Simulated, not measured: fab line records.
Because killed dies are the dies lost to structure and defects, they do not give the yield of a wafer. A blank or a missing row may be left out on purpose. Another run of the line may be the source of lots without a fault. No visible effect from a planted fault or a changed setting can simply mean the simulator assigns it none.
Struck lot and sound lot, side by side / flow sfqLine / 14 steps out of a route of 325
Sound: the wafers L691.2, L691.5, L691.6. Struck: wafer L701.5 (left out: L701.2, L701.4 of the same lot, which were not struck); the cause appears at the end.
For every step that has rows: the tool of each side, followed by ch and its chambers, followed by its first start. Under that, the readings that differ: sound wafers / struck wafers / difference of the means / sigmas: that difference in standard deviations of wafers without a fault.
alike: a reading whose means differ by less than 2 such deviations, as well as words and numbers matching on both sides. not compared: withheld readings; readings where some wafer has no value; bounds like >300 that might hide an equal value; numbers whose values overlap and for which the record gives no deviation.
A row with sigmas, a row that says differs or no value, or rows on one side alone: a step with any of these is where the two part. Numbers that don't overlap but have no deviation are shown without sigmas and don't part them. A reading that every wafer of one side lacks parts them only if that side has two wafers or more.

first, 1 step without rows for these wafers: SFQ_TRILAYER_M0_STRIP_SOLV_CLEAN_026 (cleans in NMP, time 600 s).
SFQ_TRILAYER_I0_DEP_PECVD_027: deposits SiO2 from SiH4/N2O, time 111.11 s, target thk 500 nm.
  sound on pecvd-02 ch 1,2, day 12 23:00; struck on pecvd-04 ch 1, day 16 18:55
reading=throttleValvePct (%); sound=22.8 22.7 21.9; struck=27.9; difference=+5.4; sigmas=+3
  alike: heaterPowerW, showerheadVppV
SFQ_TRILAYER_I0_CMP_CMP_028: polishes SiO2.
  sound on cmp-01 ch 2,3, day 13 04:39; struck on cmp-02 ch 3, day 16 19:59
  alike: motorCurrentA, timeToEndpointS
SFQ_I0_BOW_MEAS_907:
  sound: filmMetro-01 at day 13 07:40; struck: filmMetro-01 at day 16 22:01
  alike: I0_BOW
SFQ_TRILAYER_I0_METRO_MEASURE_029:
  sound: filmMetro-01 at day 13 07:58; struck: filmMetro-01 at day 16 22:19
  alike: thkNm
then, 6 steps without rows for these wafers: SFQ_TRILAYER_I0_VIA_LITHO_COAT_036 (resist thk 62 nm); SFQ_TRILAYER_I0_VIA_LITHO_COAT_031 (resist thk 650 nm); SFQ_TRILAYER_I0_VIA_LITHO_SOFTBAKE_035; SFQ_TRILAYER_I0_VIA_LITHO_EXPOSE_032 (exposes mask I0, target cd 500 nm); SFQ_TRILAYER_I0_VIA_LITHO_PEB_034 (peb time 60 s); SFQ_TRILAYER_I0_VIA_LITHO_DEVELOP_033 (time 60 s).
SFQ_I0_OVL_MEAS_908:
  sound: overlay-01 at day 13 21:35; struck: overlay-02 at day 17 01:34
  alike: I0_OVL
SFQ_TRILAYER_I0_VIA_BARC_OPEN_VIA_ETCH_046: etches BARC in O2, target depth 125 nm, time 41.7 s.
  sound on rieDiel-04 ch 2,3, day 13 21:37; struck on rieDiel-02 ch 0, day 17 01:35
reading=model.KrF_of_TRILAYER_I0_VIA_LITHO_COAT_031.thkNm (nm); sound=570.2 569.4 571.6; struck=577.3; difference=+6.9; sigmas=
  alike: drypumpMotorCurrentA, oesProductAu
  not compared: rfHoursCounterH
SFQ_TRILAYER_I0_VIA_ETCH_VIA_ETCH_034: etches SiO2 in CHF3, stops on Nb, target depth 260 nm.
  sound on rieDiel-04 ch 2,3, day 13 21:40; struck on rieDiel-02 ch 0, day 17 01:38
  alike: drypumpMotorCurrentA, oesProductAu

## WHERE THEY PART
Only at SFQ_TRILAYER_I0_DEP_PECVD_027, as far as this record shows. Later steps at which nothing parts them and some readings are alike: SFQ_TRILAYER_I0_CMP_CMP_028, SFQ_I0_BOW_MEAS_907, SFQ_TRILAYER_I0_METRO_MEASURE_029, SFQ_I0_OVL_MEAS_908, SFQ_TRILAYER_I0_VIA_BARC_OPEN_VIA_ETCH_046, SFQ_TRILAYER_I0_VIA_ETCH_VIA_ETCH_034.

WHY: whatever the simulator had introduced
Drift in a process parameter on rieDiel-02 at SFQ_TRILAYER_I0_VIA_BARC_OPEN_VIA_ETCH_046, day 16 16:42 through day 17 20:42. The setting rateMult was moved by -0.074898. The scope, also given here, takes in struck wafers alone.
